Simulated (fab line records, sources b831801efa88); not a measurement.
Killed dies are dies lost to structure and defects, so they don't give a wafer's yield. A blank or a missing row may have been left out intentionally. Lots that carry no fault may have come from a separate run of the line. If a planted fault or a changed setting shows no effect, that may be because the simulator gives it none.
Struck lot and sound lot, side by side + flow sky130 + 24 steps out of a route of 708
Sound: these wafers, L908.1, L908.5, L908.6. Struck: wafer L924.2 (L924.1, L924.4, from the same lot, were not struck and are left out); the cause is given at the end.
For every step that has rows: the tool of each side, followed by ch and its chambers, followed by its first start. Under that, the readings that differ: sound wafers + struck wafers + difference of the means + sigmas: that difference in standard deviations of wafers without a fault.
alike: readings with means less than 2 such deviations apart, plus words and numbers identical on both sides. not compared: withheld readings, readings lacking a value on some wafer, bounds such as >300 that could conceal the same value, and numbers that have no deviation in the record and whose values overlap.
Wherever a step has rows on one side only, a row that says differs or no value, or a row with sigmas, the two part there. Numbers that don't overlap but have no deviation are shown without sigmas and don't part them. A reading that every wafer of one side lacks parts them only if that side has two wafers or more.

first, 8 steps without rows for these wafers: SKY_RES_XHIGH_DEHYDRATE_00 (time 60 s); SKY_RES_XHIGH_HMDS_01 (prime time 60 s); SKY_RES_XHIGH_COAT_02 (resist thk 1140 nm); SKY_RES_XHIGH_SOFTBAKE_03 (time 60 s); SKY_RES_XHIGH_EXPOSE_04 (exposes mask URPM, target cd 1270 nm); SKY_RES_XHIGH_PEB_05; SKY_RES_XHIGH_DEVELOP_06 (develop time 60 s); SKY_RES_XHIGH_IMPLANT_07.
SKY_RES_XHIGH_STRIP_08: strips in O2/N2.
  sound on plasma_asher-04 ch 0,1, day 29 01:58; struck on plasma_asher-03 ch 0, day 34 04:22
  alike: drypump_motor_current_A, o2_flow_sccm, oes_product_au, strip_time_to_endpoint_s
  not compared: rf_hours_counter_h
SKY_RES_XHIGH_TW_MEAS_09:
  sound: film_metro-03 at day 29 02:04; struck: film_metro-02 at day 34 04:28
  alike: RES_XHIGH_TW
then, 2 steps without rows for these wafers: SKY_SD_N_DEHYDRATE_00 (time 60 s); SKY_SD_N_HMDS_01 (prime time 60 s).
SKY_SD_N_COAT_02: resist thk 1140 nm.
  sound on litho_track-03 ch 0, day 29 15:27; struck on litho_track-03 ch 0, day 34 17:42
| reading                                   | sound          | struck | difference | sigmas |
|-------------------------------------------|----------------|--------|------------|--------|
| model.NOVOLAK_of_SD_N_COAT_02.thk_nm (nm) | 1137 1138 1140 | 1110   | -28        |        |
then, 3 steps without rows for these wafers: SKY_SD_N_SOFTBAKE_03 (time 60 s); SKY_SD_N_EXPOSE_04 (exposes mask NSDM, target cd 380 nm); SKY_SD_N_PEB_05.
SKY_SD_N_DEVELOP_06: develop time 60 s.
  sound on litho_track-01 ch 0, day 30 05:59; struck on litho_track-01 ch 0, day 35 07:08
| reading                                   | sound          | struck | difference | sigmas |
|-------------------------------------------|----------------|--------|------------|--------|
| model.NOVOLAK_of_SD_N_COAT_02.thk_nm (nm) | 1137 1137 1140 | 1110   | -28        |        |
SKY_SD_N_CD_MEAS_07 targets a cd of 380 nm.
  sound: cd_sem-02 at day 30 06:08; struck: cd_sem-02 at day 35 07:17
| reading    | sound             | struck | difference | sigmas |
|------------|-------------------|--------|------------|--------|
| cd_nm (nm) | 380.8 381.4 378.9 | 386.2  | +5.8       | +2     |
SKY_SD_N_OVL_MEAS_08:
  sound: overlay-02 at day 30 06:16; struck: overlay-01 at day 35 07:25
  alike: SD_N_OVL
then, 2 steps without rows for these wafers: SKY_SD_N_IMPLANT_09; SKY_SD_N_IMPLANT_10.
SKY_SD_N_STRIP_11: strips in O2/N2.
  sound on plasma_asher-04 ch 0,1, day 30 06:35; struck on plasma_asher-01 ch 0, day 35 07:44
| reading                      | sound             | struck | difference | sigmas |
|------------------------------|-------------------|--------|------------|--------|
| oes_product_au (a.u.)        | 0.527 0.530 0.532 | 0.519  | -0.011     | -2     |
| strip_time_to_endpoint_s (s) | 22.52 22.54 22.56 | 22.19  | -0.35      | -9     |
  alike: drypump_motor_current_A, o2_flow_sccm
  not compared: rf_hours_counter_h
SKY_SD_N_TW_MEAS_12:
  sound: film_metro-03 at day 30 06:41; struck: film_metro-03 at day 35 07:50
  alike: SD_N_TW
SKY_PAD_OPEN_PROBE_99:
  the record has rows for the sound wafers here (prober-01, day 47 13:14) and none for the struck ones

## WHERE THEY PART
At SKY_SD_N_CD_MEAS_07 first; at SKY_PAD_OPEN_PROBE_99 last (within this record only).

WHY: what the simulator had put in
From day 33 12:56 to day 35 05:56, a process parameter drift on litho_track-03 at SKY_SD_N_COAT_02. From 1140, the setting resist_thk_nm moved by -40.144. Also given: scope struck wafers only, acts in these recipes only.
